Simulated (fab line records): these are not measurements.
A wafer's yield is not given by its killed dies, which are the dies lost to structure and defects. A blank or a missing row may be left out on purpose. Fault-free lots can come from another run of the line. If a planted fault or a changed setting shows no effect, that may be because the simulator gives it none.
Chamber matching | flow sky130 | rieDiel-02 running SKY_VIA3_ETCH_15: 4 sister chambers
The step etches SiO2 in C4F8/O2/Ar, stops on TiN, target depth 507 nm, time 78 s. 8 wafers are shown with their chamber, then 8 later ones without.

WAFERS WITH THEIR CHAMBER
wafer  | chamber | oesProductAu (a.u.)
L078.4 | 1       | 0.940
L080.6 | 3       | 0.936
L083.2 | 1       | 0.939
L083.4 | 3       | 0.936
L087.2 | 0       | 0.933
L087.3 | 2       | 0.939
L087.5 | 0       | 0.935
L095.2 | 2       | 0.943

WAFERS WHOSE CHAMBER IS MISSING
wafer  | oesProductAu (a.u.)
L095.3 | 0.938
L095.5 | 0.941
L096.2 | 0.937
L096.3 | 0.940
L096.5 | 0.943
L097.1 | 0.929
L097.5 | 0.934
L097.6 | 0.942

WHICH CHAMBER EACH WENT THROUGH
wafer  | from the rows above               | in truth
L095.3 | can't be placed: 1 or 3 or 2 or 0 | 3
L095.5 | can't be placed: 2 or 1           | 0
L096.2 | can't be placed: 3 or 1 or 0 or 2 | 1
L096.3 | can't be placed: 1 or 2           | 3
L096.5 | can't be placed: 2 or 1           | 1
L097.1 | can't be placed: 0 or 3           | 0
L097.5 | can't be placed: 0 or 3           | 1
L097.6 | can't be placed: 2 or 1           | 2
Correct placement for 0 of the 8. These rows do not allow placing 8 (true chamber among the candidates in 5). Number placed wrongly: 0.
How it was worked out, from the rows above alone: a wafer's distance from a chamber is the root of the sum, over the readings, of the square of ((its reading less the chamber's mean) divided by the reading's scatter). If the next closest chamber is less than 2 further off than the closest, the wafer can't be placed; otherwise it belongs to the closest. The mean given for a chamber averages the wafers shown for that chamber. The scatter: take each reading less its chamber's mean, square it, sum over the shown wafers, divide by the number of wafers less the number of chambers, and take the root.
